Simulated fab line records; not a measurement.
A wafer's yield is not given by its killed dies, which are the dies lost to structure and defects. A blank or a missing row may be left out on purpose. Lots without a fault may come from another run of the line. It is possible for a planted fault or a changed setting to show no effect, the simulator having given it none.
Comparing a struck lot with a sound one -- flow sky130 -- 15 steps out of a route of 708
Sound: the wafers L691.1, L691.3, L691.6. Struck: wafer L694.6 (left out: L694.1, a lot-mate that was not struck); the cause follows at the end.
For every step that has rows: the tool of each side, followed by ch and its chambers, followed by its first start. Under that, the readings that differ: sound wafers -- struck wafers -- difference of the means -- sigmas: that difference in standard deviations of wafers without a fault.
alike: readings with means less than 2 such deviations apart, plus words and numbers identical on both sides. not compared: withheld readings, readings lacking a value on some wafer, bounds such as >300 that could conceal the same value, and numbers that have no deviation in the record and whose values overlap.
Wherever a step has rows on one side only, a row that says differs or no value, or a row with sigmas, the two part there. Numbers that have no deviation but don't overlap get no sigmas and don't part them. Lack of a reading on every wafer of one side parts them only where that side has two or more wafers.

first, 3 steps without rows for these wafers: SKY_CONTACT_EXPOSE_11 (exposes mask CTM1, target cd 170 nm); SKY_CONTACT_PEB_12; SKY_CONTACT_DEVELOP_13 (develop time 60 s).
SKY_CONTACT_CD_MEAS_14: the cd target is 170 nm.
  sound on cd-sem-02 at day 39 17:27; struck on cd-sem-01 at day 40 09:48
  alike: cd-nm
SKY_CONTACT_OVL_MEAS_15:
  sound on overlay-01 at day 39 17:34; struck on overlay-01 at day 40 09:55
  alike: CONTACT_OVL
SKY_CONTACT_ETCH_16: etches BARC in N2/H2, stops on SiO2, time 45.9 s, target depth 60 nm.
  sound on rie-diel-01 ch 0,1,2, day 39 17:36; struck on rie-diel-01 ch 0, day 40 09:57
reading,sound,struck,difference,sigmas
oes-product-au (a.u.),0.845 0.853 0.853,0.867,+0.017,+4
  alike: drypump-motor-current-A, h2-flow-sccm, throttle-valve-pct
  not compared: rf-hours-counter-h
SKY_CONTACT_ETCH_17: etches SiO2 in C4F8/O2/Ar, stops on Si3N4, target depth 340 nm.
  sound on rie-diel-01 ch 0,1,2, day 39 17:38; struck on rie-diel-01 ch 0, day 40 09:59
reading,sound,struck,difference,sigmas
oes-product-au (a.u.),0.901 0.890 0.895,0.884,-0.011,-2
SKY_CONTACT_ETCH_18: etches Si3N4 in CHF3/O2, stops on TiN, time 39 s, target depth 75 nm.
  sound on rie-diel-01 ch 0,1,2; struck on rie-diel-01 ch 0
  alike: drypump-motor-current-A, oes-product-au, throttle-valve-pct
  not compared: rf-hours-counter-h
SKY_CONTACT_STRIP_19: strips in O2/N2.
  sound on plasma-asher-04 ch 0,1, day 39 17:44; struck on plasma-asher-01 ch 0, day 40 10:05
reading,sound,struck,difference,sigmas
drypump-motor-current-A (A),5.79 5.79 5.82,5.93,+0.13,+2
  alike: oes-product-au, strip-time-to-endpoint-s
  not compared: rf-hours-counter-h
then, 3 steps without rows for these wafers: SKY_CONTACT_STRIP_20 (strips in post etch residue remover, time 1200 s); SKY_CONTACT_CLEAN_21 (cleans in IPA, time 180 s); SKY_CONTACT_CLEAN_22 (cleans in O3/DIW).
SKY_CONTACT_SPUTTER_23: material TiN, target thk 20 nm, time 80 s.
  sound on pvd-sputter-01 at day 39 18:20; struck on pvd-sputter-01 at day 40 10:41
reading,sound,struck,difference,sigmas
model.TiN_of_CONTACT_SPUTTER_23.thk-nm (nm),20.17 20.38 20.31,20.42,+0.13,
  alike: cathode-dc-power-W, throttle-valve-pct
SKY_CONTACT_CVD_24: deposits W, target thk 340 nm, time 102.12 s.
  sound on cvd-w-02 ch 0,1, day 39 18:23; struck on cvd-w-01 ch 0, day 40 10:44
  alike: heater-power-outer-w, heater-power-w
after that, 1 step had no rows for these wafers: SKY_PAD_OPEN_PROBE_99.

== WHERE THEY PART ==
Earliest at SKY_CONTACT_ETCH_16; latest, in this record, at SKY_CONTACT_STRIP_19. Later steps at which nothing parts them and some readings are alike: SKY_CONTACT_SPUTTER_23, SKY_CONTACT_CVD_24.

WHY: whatever the simulator had introduced
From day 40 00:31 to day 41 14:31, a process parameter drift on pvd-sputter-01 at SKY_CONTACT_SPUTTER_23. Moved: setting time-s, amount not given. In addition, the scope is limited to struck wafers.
